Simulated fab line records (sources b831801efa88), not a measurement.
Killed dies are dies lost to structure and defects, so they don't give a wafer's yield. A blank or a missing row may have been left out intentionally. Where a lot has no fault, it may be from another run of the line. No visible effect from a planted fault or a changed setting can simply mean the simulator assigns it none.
Chamber matching ; flow gf180mcu ; GF_V2_CVD_02 on pecvd-04: 3 sister chambers
The step deposits SiO2 from TEOS, target thk 850 nm, time 94.851 s. 6 wafers are shown with their chamber, then 8 later ones without.

== WAFERS, EACH WITH ITS CHAMBER ==
wafer;chamber;heater_power_w (W)
L078.2;0;651
L078.6;0;653
L080.2;2;701
L080.5;2;760
L080.6;1;550
L083.4;1;492

== WAFERS WITHOUT THEIR CHAMBER ==
wafer;heater_power_w (W)
L083.5;537
L083.6;784
L090.1;564
L090.2;647
L090.3;602
L090.4;500
L090.5;699
L090.6;612

== WHICH CHAMBER EACH ONE RAN IN ==
wafer;from the rows above;in truth
L083.5;1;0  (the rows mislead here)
L083.6;2;2
L090.1;can't be placed: 1 or 0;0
L090.2;0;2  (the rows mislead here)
L090.3;can't be placed: 0 or 1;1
L090.4;1;1
L090.5;can't be placed: 2 or 0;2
L090.6;can't be placed: 0 or 1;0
Correctly placed: 2 of 8. Unplaceable from these rows: 4, with the true chamber sitting among the candidates in 4. Placed wrongly: 2.
How it was worked out, from the rows above alone: a wafer's distance from a chamber is the root of the sum, over the readings, of the square of ((its reading less the chamber's mean) divided by the reading's scatter). If the next closest chamber is less than 2 further off than the closest, the wafer can't be placed; otherwise it belongs to the closest. Each chamber's mean is taken over the wafers shown for it. How the scatter is found: for the shown wafers, subtract from each reading the mean of its chamber, square and add these, divide the total by (wafers less chambers), then take the root.
